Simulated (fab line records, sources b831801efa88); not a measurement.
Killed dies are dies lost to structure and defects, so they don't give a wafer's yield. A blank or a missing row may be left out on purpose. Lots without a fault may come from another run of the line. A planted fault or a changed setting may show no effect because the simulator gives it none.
Split-lot experiment | flow sfq_line | 5 lots, 23 wafers read, on a route of 325 steps

THE SPLIT
At SFQ_TRILAYER_M2_LITHO_EXPOSE_058 (exposes mask M2, target cd 500 nm), the setting dose_mj was moved away from the recipe's 14.4 on 9 of the 23 wafers read, by -3.3% to +5.1%. The other wafers ran this setting at the recipe's value.

FROM THE SPLIT TO THE READING: what the file shows between them, 3 steps
- SFQ_TRILAYER_M2_LITHO_PEB_060: peb time 60 s
- SFQ_TRILAYER_M2_LITHO_DEVELOP_059: time 60 s
- SFQ_TRILAYER_M2_BARC_OPEN_METAL_ETCH_077: etches BARC in O2, target depth 125 nm, time 41.7 s

THE READING
M2.cd_nm (the simulator's own value, which no gauge read), in nm, at SFQ_TRILAYER_M2_ETCH_METAL_ETCH_060 (etches Nb in Cl2/Ar, stops on SiO2, target depth 240 nm, time 120 s). The file gives no usual value for it. The 14 wafers here that ran the recipe average 499.4 nm, standard deviation 1.5 nm.

wafer  | tool, chamber at the split | dose_mj as run | against the recipe | M2.cd_nm, nm | against lot-mates on the recipe
L074.1 | krf_scanner-01, 0          | 14.4           | recipe             | 499.7        | -
L074.2 | krf_scanner-01, 0          | 14.4           | recipe             | 497.2        | -
L074.5 | krf_scanner-01, 0          | 14.4           | recipe             | 497.1        | -
L075.1 | krf_scanner-01, 0          | 15.13          | +5.1%              | 492.5        | -6.8
L075.2 | krf_scanner-01, 0          | 15.13          | +5.1%              | 492.5        | -6.8
L075.3 | krf_scanner-01, 0          | 15.13          | +5.1%              | 492          | -7.3
L075.5 | krf_scanner-01, 0          | 14.4           | recipe             | 499.6        | -
L075.6 | krf_scanner-01, 0          | 14.4           | recipe             | 499          | -
L079.1 | krf_scanner-01, 0          | 13.92          | -3.3%              | 506.3        | +7.2
L079.3 | krf_scanner-01, 0          | 14.4           | recipe             | 500.9        | -
L079.4 | krf_scanner-01, 0          | 14.4           | recipe             | 497.4        | -
L079.5 | krf_scanner-01, 0          | 13.92          | -3.3%              | 505.6        | +6.5
L079.6 | krf_scanner-01, 0          | 13.92          | -3.3%              | 502.3        | +3.2
L080.1 | krf_scanner-01, 0          | 14.4           | recipe             | 498.6        | -
L080.2 | krf_scanner-01, 0          | 14.4           | recipe             | 502.4        | -
L080.3 | krf_scanner-01, 0          | 14.4           | recipe             | 501          | -
L080.4 | krf_scanner-01, 0          | 14.4           | recipe             | 498.4        | -
L080.5 | krf_scanner-01, 0          | 14.4           | recipe             | 500.5        | -
L082.1 | krf_scanner-01, 0          | 13.95          | -3.1%              | 503.2        | +2.9
L082.2 | krf_scanner-01, 0          | 14.4           | recipe             | 499.8        | -
L082.3 | krf_scanner-01, 0          | 13.95          | -3.1%              | 502.9        | +2.6
L082.4 | krf_scanner-01, 0          | 14.4           | recipe             | 500.7        | -
L082.6 | krf_scanner-01, 0          | 13.95          | -3.1%              | 505.8        | +5.6

THE FIT
A straight line over all 23 wafers: M2.cd_nm changes by -1.45 nm for each +1% of dose_mj; r = -0.93; the points scatter about the line by 1.5 nm.
The same after taking each lot's own level away (the mean of its wafers on the recipe; 23 wafers): -1.41 nm for each +1%; r = -0.93; scatter 1.4 nm.
On that fit, the largest move of dose_mj shifts the reading by 7.1 nm.
The lots' own levels span 498.00 to 500.25 nm, that is 1.5 times the standard deviation above.
So the lot-to-lot level changes the slope little: the two slopes agree.
Check: with one of the wafers moved furthest among these (+5.1%) left out of the fit, the line predicts -7.16 nm for it against its lot-mates. It came out at -6.8 nm against them.

OTHER SPLITS ON THESE WAFERS
These wafers also went through other splits before the reading. Each is held against what the fit with the lots' levels taken away leaves over:
other split on the same wafers                   | wafers away from the commonest value | r with M2.cd_nm (lot level and that fit taken away)
SFQ_TRILAYER_I1_VIA_LITHO_COAT_049 resist_thk_nm | 9                                    | +0.01

THE WHOLE CHAIN: every reading that the file lists as answering this split, in the file's order
step                                     | what it does                                                        | reading                                                   | change (the file's fit)              | r (the file's)
SFQ_TRILAYER_M2_BARC_OPEN_METAL_ETCH_077 | etches BARC in O2, target depth 125 nm, time 41.7 s                 | M2.cd_nm (the simulator's own value, which no gauge read) | -1.5 nm for each +1% of the setting  | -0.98
SFQ_TRILAYER_M2_ETCH_METAL_ETCH_060      | etches Nb in Cl2/Ar, stops on SiO2, target depth 240 nm, time 120 s | M2.cd_nm (the simulator's own value, which no gauge read) | -1.41 nm for each +1% of the setting | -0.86

THE FILE'S OWN FIT
M2.cd_nm changes by -1.41 nm for each +1% of dose_mj, r = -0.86.
